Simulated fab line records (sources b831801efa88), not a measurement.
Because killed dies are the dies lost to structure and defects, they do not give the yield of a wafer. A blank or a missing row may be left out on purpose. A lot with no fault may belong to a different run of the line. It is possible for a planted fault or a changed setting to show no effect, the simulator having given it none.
Which tool was responsible? :: flow gf180mcu :: 33 wafers from 11 lots sampled at 4 of the route's 602 steps

== WHAT THE GAUGES SHOWED, per wafer ==
GF_TOP_METAL_OVL_MEAS_15. Usual: TOP_METAL_OVL gives 0.0 nm (standard deviation 1.2).
lot: L918
measured: day 28 17:15
on: overlay-02
TOP_METAL_OVL (nm): 0.8 0.5 0.4
flag: 

lot: L919
measured: day 28 23:06
on: overlay-01
TOP_METAL_OVL (nm): 0.2 -1.3 0.2
flag: 

lot: L921
measured: day 29 16:09
on: overlay-02
TOP_METAL_OVL (nm): 0.4 -0.6 -1.7
flag: 

lot: L922
measured: day 29 20:54
on: overlay-02
TOP_METAL_OVL (nm): 1.8 1.1 1.1
flag: 

lot: L926
measured: day 31 09:19
on: overlay-01
TOP_METAL_OVL (nm): -1.1 -1.7 0.3
flag: 

lot: L929
measured: day 32 00:26
on: overlay-02
TOP_METAL_OVL (nm): 1.0 -0.1 0.2
flag: 

lot: L930
measured: day 32 08:36
on: overlay-01
TOP_METAL_OVL (nm): 1.4 0.9 0.5
flag: 

lot: L931
measured: day 32 12:35
on: overlay-01
TOP_METAL_OVL (nm): 0.7 -0.9 -0.7
flag: 

lot: L932
measured: day 32 17:05
on: overlay-02
TOP_METAL_OVL (nm): -0.6 0.9 -0.1
flag: 

lot: L937
measured: day 33 22:21
on: overlay-02
TOP_METAL_OVL (nm): 1.1 2.7 2.1
flag: 

lot: L939
measured: day 34 11:43
on: overlay-01
TOP_METAL_OVL (nm): -0.2 -0.7 -0.2
flag: 

GF_PASSIVATION_THK_MEAS_01. Usual: PASSIVATION_CVD_00_THK gives 1002 nm (standard deviation 13).
lot: L918
measured: day 28 18:05
on: film-metro-04
PASSIVATION_CVD_00_THK (nm): 976 988 1016
flag: 

lot: L919
measured: day 28 23:56
on: film-metro-04
PASSIVATION_CVD_00_THK (nm): 1009 1014 1019
flag: 

lot: L921
measured: day 29 16:59
on: film-metro-04
PASSIVATION_CVD_00_THK (nm): 1004 1028 1012
flag: 

lot: L922
measured: day 29 21:43
on: film-metro-02
PASSIVATION_CVD_00_THK (nm): 975 1027 999
flag: 

lot: L926
measured: day 31 10:11
on: film-metro-03
PASSIVATION_CVD_00_THK (nm): 1004 1001 1015
flag: 

lot: L929
measured: day 32 01:17
on: film-metro-04
PASSIVATION_CVD_00_THK (nm): 998 994 997
flag: 

lot: L930
measured: day 32 09:29
on: film-metro-02
PASSIVATION_CVD_00_THK (nm): 982 995 986
flag: 

lot: L931
measured: day 32 13:29
on: film-metro-02
PASSIVATION_CVD_00_THK (nm): 996 1094 1014
flag: 

lot: L932
measured: day 32 17:55
on: film-metro-03
PASSIVATION_CVD_00_THK (nm): 1009 1096 1017
flag: 

lot: L937
measured: day 33 23:11
on: film-metro-03
PASSIVATION_CVD_00_THK (nm): 1006 1013 1016
flag: 

lot: L939
measured: day 34 12:53
on: film-metro-03
PASSIVATION_CVD_00_THK (nm): 982 1002 1001
flag: 

== TOOL THAT RAN EACH LOT (tool first, then ch and the chambers of the sampled wafers, then the start) ==
lot: L918
GF_V5_ETCH_17: rie-diel-01 ch 1,2,3, day 28 17:15 or earlier
GF_PASSIVATION_CVD_00: pecvd-02 ch 1,2, day 28 18:00

lot: L919
GF_V5_ETCH_17: rie-diel-02 ch 0,3, day 28 23:06 or earlier
GF_PASSIVATION_CVD_00: pecvd-01 ch 0,1,2, day 28 23:50

lot: L921
GF_V5_ETCH_17: rie-diel-02 ch 0,2,3, day 29 16:09 or earlier
GF_PASSIVATION_CVD_00: pecvd-01 ch 0,1,2, day 29 16:53

lot: L922
GF_V5_ETCH_17: rie-diel-01 ch 0,2,3, day 29 20:54 or earlier
GF_PASSIVATION_CVD_00: pecvd-03 ch 0,1,2, day 29 21:38

lot: L926
GF_V5_ETCH_17: rie-diel-01 ch 0,1,2, day 31 09:19 or earlier
GF_PASSIVATION_CVD_00: pecvd-01 ch 0,1,2, day 31 10:07

lot: L929
GF_V5_ETCH_17: rie-diel-02 ch 1,3, day 32 00:26 or earlier
GF_PASSIVATION_CVD_00: pecvd-03 ch 0,1,2, day 32 01:12

lot: L930
GF_V5_ETCH_17: rie-diel-04 ch 0,1, day 32 08:36 or earlier
GF_PASSIVATION_CVD_00: pecvd-02 ch 0,1,2, day 32 09:24

lot: L931
GF_V5_ETCH_17: rie-diel-01 ch 0,1,3, day 32 12:35 or earlier
GF_PASSIVATION_CVD_00: pecvd-01 ch 0,1, day 32 13:24

lot: L932
GF_V5_ETCH_17: rie-diel-04 ch 0,1,3, day 32 17:05 or earlier
GF_PASSIVATION_CVD_00: pecvd-01 ch 0,1,2, day 32 17:50

lot: L937
GF_V5_ETCH_17: rie-diel-04 ch 1,2,3, day 33 22:21 or earlier
GF_PASSIVATION_CVD_00: pecvd-03 ch 0,1,2, day 33 23:05

lot: L939
GF_V5_ETCH_17: rie-diel-02 ch 1,2,3, day 34 11:43 or earlier
GF_PASSIVATION_CVD_00: pecvd-03 ch 0,2, day 34 12:49
- GF_V5_ETCH_17: etches SiO2 in C4F8/O2/Ar, stops on TiN, target depth 855 nm.
- GF_PASSIVATION_CVD_00: deposits SiO2 from TEOS, target thk 1000 nm, time 111.95 s.

== WHAT THE TOOLS THEMSELVES READ (means of the sampled wafers that have a number; where no wafer has one, the mark that the record gives instead) ==
GF_V5_ETCH_17. Usual: 0.859 a.u. for oes-product-au, sd 0.0048.
lot: L918
tool: rie-diel-01
oes-product-au (a.u.): 0.859
flag: 

lot: L919
tool: rie-diel-02
oes-product-au (a.u.): 0.857
flag: 

lot: L921
tool: rie-diel-02
oes-product-au (a.u.): 0.858
flag: 

lot: L922
tool: rie-diel-01
oes-product-au (a.u.): 0.857
flag: 

lot: L926
tool: rie-diel-01
oes-product-au (a.u.): 0.861
flag: 

lot: L929
tool: rie-diel-02
oes-product-au (a.u.): 0.860
flag: 

lot: L930
tool: rie-diel-04
oes-product-au (a.u.): 0.865
flag: 

lot: L931
tool: rie-diel-01
oes-product-au (a.u.): 0.859
flag: 

lot: L932
tool: rie-diel-04
oes-product-au (a.u.): 0.859
flag: 

lot: L937
tool: rie-diel-04
oes-product-au (a.u.): 0.864
flag: 

lot: L939
tool: rie-diel-02
oes-product-au (a.u.): 0.864
flag: 

GF_PASSIVATION_CVD_00. Usual: heater-power-w 630 W, standard deviation 58; run-length-s 140.0 s, standard deviation 0.5.
lot: L918
tool: pecvd-02
heater-power-w (W): 645
run-length-s (s): 139.8
flag: 

lot: L919
tool: pecvd-01
heater-power-w (W): 593
run-length-s (s): 140.3
flag: 

lot: L921
tool: pecvd-01
heater-power-w (W): 619
run-length-s (s): 139.9
flag: 

lot: L922
tool: pecvd-03
heater-power-w (W): 628
run-length-s (s): 139.4
flag: 

lot: L926
tool: pecvd-01
heater-power-w (W): 679
run-length-s (s): 140.1
flag: 

lot: L929
tool: pecvd-03
heater-power-w (W): 624
run-length-s (s): 139.6
flag: 

lot: L930
tool: pecvd-02
heater-power-w (W): 644
run-length-s (s): 140.0
flag: 

lot: L931
tool: pecvd-01
heater-power-w (W): 579
run-length-s (s): 144.3
flag: OFF

lot: L932
tool: pecvd-01
heater-power-w (W): 576
run-length-s (s): 144.1
flag: OFF

lot: L937
tool: pecvd-03
heater-power-w (W): 589
run-length-s (s): 139.6
flag: 

lot: L939
tool: pecvd-03
heater-power-w (W): 630
run-length-s (s): 139.7
flag: 

== THE ANSWER, worked out from the rows above alone ==
Rule: a lot counts as off when the mean over its wafers that have a number is more than 3 standard deviations away from the usual mean. A lot without any number at a reading at which 4 lots or more have one is off too. Any other lot the step has rows for is counted as sound. First the gauges in route order, then the tools' own readings, where a lot's mean is used as printed above. The first step at which some lot is off is used, and at that step the reading that is off furthest; a lot without a number counts as furthest.
Off at GF_PASSIVATION_CVD_00 (run-length-s): L931, L932.
A tool fits if, at that step or a process step before it, it ran every lot that is off, and no sound lot after the first of them. Because GF_V5_ETCH_17 lacks a start for some lots, the hours and order of its lots are taken from GF_TOP_METAL_OVL_MEAS_15. One candidate fits, namely pecvd-01 at GF_PASSIVATION_CVD_00. A fault onset in the window from L926 (day 31 10:07, its last sound lot) to L931 (day 32 13:24, its first lot off) fits.
The tool's own readings at GF_PASSIVATION_CVD_00 bear it out: on the lots that are off they differ by more than 5 times the standard deviation of the sound lots' means. run-length-s reads 144.2 s there against 139.8 s on the sound lots.

== WHAT THE SIMULATOR HAD INSERTED ==
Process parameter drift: pecvd-01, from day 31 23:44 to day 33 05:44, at GF_PASSIVATION_CVD_00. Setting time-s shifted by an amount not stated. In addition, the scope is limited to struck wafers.
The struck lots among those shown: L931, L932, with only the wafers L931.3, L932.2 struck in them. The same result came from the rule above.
